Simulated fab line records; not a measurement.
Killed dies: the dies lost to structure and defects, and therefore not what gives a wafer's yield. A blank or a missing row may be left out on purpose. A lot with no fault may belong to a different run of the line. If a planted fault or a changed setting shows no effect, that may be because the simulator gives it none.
Which tool is to blame? -- flow sky130 -- 13 lots with 39 wafers sampled at 4 steps, on a route of 708 steps

WHAT THE GAUGES SHOWED, per wafer
SKY_LI_CONTACT_RS_MEAS_22: uses a four-point probe to measure. Usual: LI_CONTACT_W_RS 0.2850 ohm/sq, standard deviation 0.0028.
lot,measured,on,LI_CONTACT_W_RS (ohm/sq),flag
L393,day 29 19:09,filmMetro-02,0.2805 0.2816 0.2818,
L396,day 30 18:09,filmMetro-02,0.2859 0.2871 0.2872,
L395,day 30 20:00,filmMetro-01,0.2847 0.2823 0.2840,
L397,day 31 02:58,filmMetro-01,0.2852 0.2834 0.2870,
L399,day 31 17:30,filmMetro-02,0.2869 0.2858 0.2862,
L401,day 32 02:13,filmMetro-03,0.2859 0.2896 0.2839,
L402,day 32 13:33,filmMetro-03,0.2858 0.2853 0.2836,
L407,day 34 01:07,filmMetro-02,0.2862 0.2868 0.2820,
L408,day 34 07:01,filmMetro-02,0.2758 0.2777 0.2804,
L410,day 34 18:55,filmMetro-01,0.2819 0.2867 0.2879,
L411,day 35 03:08,filmMetro-03,0.2859 0.2879 0.2905,
L412,day 35 13:25,filmMetro-02,0.2836 0.2837 0.2838,
L416,day 36 16:39,filmMetro-02,0.2883 0.2895 0.2895,

SKY_VIA2_RS_MEAS_22: uses a four-point probe to measure. Usual: VIA2_W_RS 0.273 ohm/sq, standard deviation 0.0034.
lot,measured,on,VIA2_W_RS (ohm/sq),flag
L393,day 36 21:49,filmMetro-04,0.277 0.274 0.276,
L396,day 37 21:40,filmMetro-01,0.275 0.275 0.277,
L395,day 37 23:03,filmMetro-01,0.272 0.270 0.267,
L397,day 38 03:05,filmMetro-01,0.272 0.268 0.265,
L399,day 38 17:53,filmMetro-02,0.273 0.271 0.270,
L401,day 39 02:30,filmMetro-02,0.276 0.273 0.274,
L402,day 39 10:26,filmMetro-02,0.267 0.277 0.272,
L410,day 41 11:34,filmMetro-04,0.272 0.271 0.269,
L411,day 41 20:37,filmMetro-01,0.268 0.275 0.275,
L412,day 42 04:58,filmMetro-01,0.281 0.279 0.278,
L416,day 43 06:10,filmMetro-04,0.280 0.280 0.277,

WHAT TOOL EACH LOT RAN ON (gives the tool, then ch and the chambers of the sampled wafers, and finally the start)
lot,SKY_CONTACT_STRIP_19,SKY_VIA2_HDPCVD_00
L393,"plasmaAsher-03 ch 0,1, day 32 05:09","hdpcvd-01 ch 0,2, day 35 18:11"
L396,"plasmaAsher-04 ch 0,1, day 33 03:37","hdpcvd-02 ch 1,2, day 36 17:49"
L395,"plasmaAsher-03 ch 0,1, day 33 05:11","hdpcvd-01 ch 1,2, day 36 18:48"
L397,"plasmaAsher-02 ch 1, day 33 11:57","hdpcvd-01 ch 1,2, day 36 23:29"
L399,"plasmaAsher-03 ch 0,1, day 34 02:22","hdpcvd-02 ch 1,2, day 37 14:37"
L401,"plasmaAsher-03 ch 0,1, day 34 11:09","hdpcvd-01 ch 0,2, day 37 23:35"
L402,"plasmaAsher-02 ch 0,1, day 34 20:42","hdpcvd-02 ch 0,1, day 38 07:46"
L407,"plasmaAsher-03 ch 0,1, day 36 07:37","hdpcvd-02 ch 1,2, day 39 17:11"
L408,"plasmaAsher-04 ch 0,1, day 36 14:38","hdpcvd-02 ch 1,2, day 39 23:10"
L410,"plasmaAsher-02 ch 0,1, day 37 01:20","hdpcvd-02 ch 0,2, day 40 09:35"
L411,"plasmaAsher-04 ch 0,1, day 37 09:21","hdpcvd-02 ch 0,1,2, day 40 18:59"
L412,"plasmaAsher-04 ch 0,1, day 37 19:59","hdpcvd-02 ch 0,1,2, day 41 04:05"
L416,"plasmaAsher-04 ch 0,1, day 38 23:33","hdpcvd-02 ch 1,2, day 42 05:44"
- SKY_CONTACT_STRIP_19: strips in O2/N2.
- SKY_VIA2_HDPCVD_00: deposits SiO2, target thk 1180 nm, time 196.7 s.

AS READ BY THE TOOLS THEMSELVES (means over the sampled wafers that have a number; for cases with no such wafer, the mark the record gives instead)
SKY_CONTACT_STRIP_19. Usual: chamberPressureMTorr 1500.1 mTorr, standard deviation 1.3; drypumpMotorCurrentA 5.5 A, standard deviation 0.45; oesProductAu 0.380 a.u., standard deviation 0.0046; stripTimeToEndpointS 3.62 s, standard deviation 0.031.
lot,tool,chamberPressureMTorr (mTorr),drypumpMotorCurrentA (A),oesProductAu (a.u.),stripTimeToEndpointS (s),flag
L393,plasmaAsher-03,1500.3,5.9,0.382,3.63,
L396,plasmaAsher-04,1500.1,5.3,0.383,3.64,
L395,plasmaAsher-03,1499.8,5.9,0.378,3.58,
L397,plasmaAsher-02,1499.3,5.9,0.376,3.64,
L399,plasmaAsher-03,1501.0,5.5,0.379,3.60,
L401,plasmaAsher-03,1500.1,5.9,0.380,3.63,
L402,plasmaAsher-02,1499.5,5.7,0.388,3.64,
L407,plasmaAsher-03,1500.2,5.9,0.376,3.63,
L408,plasmaAsher-04,1500.1,5.3,0.382,3.62,
L410,plasmaAsher-02,1499.9,5.7,0.384,3.63,
L411,plasmaAsher-04,1499.9,5.3,0.379,3.60,
L412,plasmaAsher-04,1500.2,5.1,0.384,3.61,
L416,plasmaAsher-04,1500.1,5.1,0.378,3.59,

SKY_VIA2_HDPCVD_00. Usual: pressureMtorr 5.999 mTorr, standard deviation 0.011; runLengthS 225.0 s, standard deviation 0.44.
lot,tool,pressureMtorr (mTorr),runLengthS (s),flag
L393,hdpcvd-01,5.990,224.9,
L396,hdpcvd-02,5.991,225.2,
L395,hdpcvd-01,5.996,225.1,
L397,hdpcvd-01,6.011,224.7,
L399,hdpcvd-02,6.004,225.2,
L401,hdpcvd-01,5.992,225.1,
L402,hdpcvd-02,6.008,225.2,
L407,hdpcvd-02,-,-,OFF
L408,hdpcvd-02,-,-,OFF
L410,hdpcvd-02,6.007,224.8,
L411,hdpcvd-02,5.996,224.8,
L412,hdpcvd-02,5.988,224.8,
L416,hdpcvd-02,5.994,225.0,

THE ANSWER, worked out from the rows above alone
Rule: lot off if the mean of its wafers having a number is beyond 3 standard deviations from the usual mean. Also off: a lot with no number at a reading for which 4 or more lots have one. Any other lot the step has rows for is counted as sound. After the gauges, taken in route order, come the tools' own readings; for these a lot's mean is taken, as printed above. At the first step where some lot is off, the reading lying furthest off is the one used; lots without a number count as furthest.
Off at SKY_VIA2_HDPCVD_00 (pressureMtorr): L407, L408. Without a number there: L407, L408.
If a tool, at that step or one of the process steps before it, ran each lot that is off and ran no sound lot following the first of them, it fits. None of those tried fits.

WHAT THE SIMULATOR PUT IN
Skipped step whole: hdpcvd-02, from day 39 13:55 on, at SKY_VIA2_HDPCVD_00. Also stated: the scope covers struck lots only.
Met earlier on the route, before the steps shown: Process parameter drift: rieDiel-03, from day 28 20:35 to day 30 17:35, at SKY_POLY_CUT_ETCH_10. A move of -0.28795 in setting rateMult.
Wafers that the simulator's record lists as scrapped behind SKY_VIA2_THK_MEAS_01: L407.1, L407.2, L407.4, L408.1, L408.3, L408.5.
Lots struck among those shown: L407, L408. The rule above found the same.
